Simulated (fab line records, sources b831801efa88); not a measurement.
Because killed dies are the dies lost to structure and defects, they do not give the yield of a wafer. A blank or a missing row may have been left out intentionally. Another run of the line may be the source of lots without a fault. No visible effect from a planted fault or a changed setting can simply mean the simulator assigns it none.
Problem report, 8D (eight disciplines) form, completed by code + flow gf180mcu + the parts of the form that need people (team, actions taken, sign-off) are left out

## 1. WHAT WENT WRONG
V3_W_RS at GF_V3_RS_MEAS_24 reads a mean of 0.185 ohm/sq on 6 wafers of 2 lots; wafers without a fault read 0.327 ohm/sq with a standard deviation of 0.0046. Relative to the usual mean, that is a shift of -31 standard deviations.
The step: measures by four-point-probe.
Seen first at day 28 19:49 on filmMetro-01, wafer L632.1. The record has a number at this step for 33 wafers belonging to 11 lots. Rule for "out", or "out of limits": more than 4 standard deviations from the usual mean. All remaining wafers that have a number are taken as sound.

## 2. WHAT THIS IS AND IS NOT
| question                    | is                         | is not                                                              |
|-----------------------------|----------------------------|---------------------------------------------------------------------|
| which readings at this step | V3_W_RS                    | -                                                                   |
| which lots                  | L632, L635                 | L612, L613, L614, L615, L617, L620, L623, L626, L633                |
| which wafers of those lots  | all that have a number     | -                                                                   |
| read on which gauges        | filmMetro-01, filmMetro-03 | filmMetro-02                                                        |
| when                        | from day 28 19:49          | up to then (24 sound wafers); but 3 sound wafers of L633 came after |

## 3. SUSPECTS, AND WHAT RULES EACH OUT
Counting: any tool at a process step up to the reading is kept as a suspect provided that every lot that is out went through it and no sound lot did after the first of them.
- the gauge at GF_V3_RS_MEAS_24: ruled out. Those wafers that are out were read across 2 gauges (filmMetro-01, filmMetro-03).
- pvdSputter-01 at GF_M2_SPUTTER_03 (material Ti, target thk 10 nm, time 6.7 s): kept. All lots that are out passed through it, beginning with L632 at day 25 04:56, and no sound lot followed; its final sound lot before that point was L620 at day 21 09:32.
- cvdW-02 at GF_V3_CVD_23 (deposits W, target thk 350 nm, time 104.9 s): kept. All lots that are out passed through it, beginning with L632 at day 28 19:42, and no sound lot followed; its final sound lot before that point was L626 at day 27 06:08.
The count leaves cvdW-02 at GF_V3_CVD_23 and pvdSputter-01 at GF_M2_SPUTTER_03.

## 4. THE CAUSE (what the simulator had put in)
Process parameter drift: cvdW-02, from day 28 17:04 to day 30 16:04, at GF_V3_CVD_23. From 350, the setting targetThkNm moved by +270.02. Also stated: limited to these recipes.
This tool is one of the 2 suspects left after counting.

## 5. THE EFFECT CHAIN, in route order
Each row: a reading where the mean over the struck wafers with a number is more than 3 standard deviations away from the usual. Only readings for which the record gives a usual standard deviation are gone through. hours: the time from each lot's start at the first step in this table that gives one to its start at this step, as a median over the lots. sigmas: the change in usual standard deviations.
| hours | step              | reading         | usual        | on struck wafers | change | sigmas |
|-------|-------------------|-----------------|--------------|------------------|--------|--------|
| 0     | GF_V3_RS_MEAS_24  | V3_W_RS         | 0.327 ohm/sq | 0.185            | -0.142 | -31    |
| 0     | GF_V3_THK_MEAS_25 | V3_W_THK        | 341 nm       | 564              | +223   | +38    |
| 0     | GF_V3_CMP_26      | timeToEndpointS | 83 s         | 146              | +63    | +18    |
Its process steps:
- GF_V3_CMP_26: polishes, stops on SiO2, t overpolish 15 s, target thk 0 nm.
Later measuring or inspecting steps at which every struck wafer that the step has a row for has a number for every such reading, and none has moved that far: GF_M4_CD_MEAS_14, GF_V4_BOW_MEAS_05.

## 6. HOW IT WOULD HAVE BEEN CAUGHT EARLIER
The first out-of-limits reading at a measuring or inspecting step in this record came at day 28 19:49, 3 hours after the fault's start at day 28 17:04.
Tool readings at GF_V3_CVD_23 with a usual standard deviation given in the record: none out on any struck wafer, hence no alarm at a limit of 4 standard deviations on them.
Lots out: 2; of these, L635 started GF_V3_CVD_23 on cvdW-02 after day 28 19:49. Had the tool been put on hold then, it would have been spared.
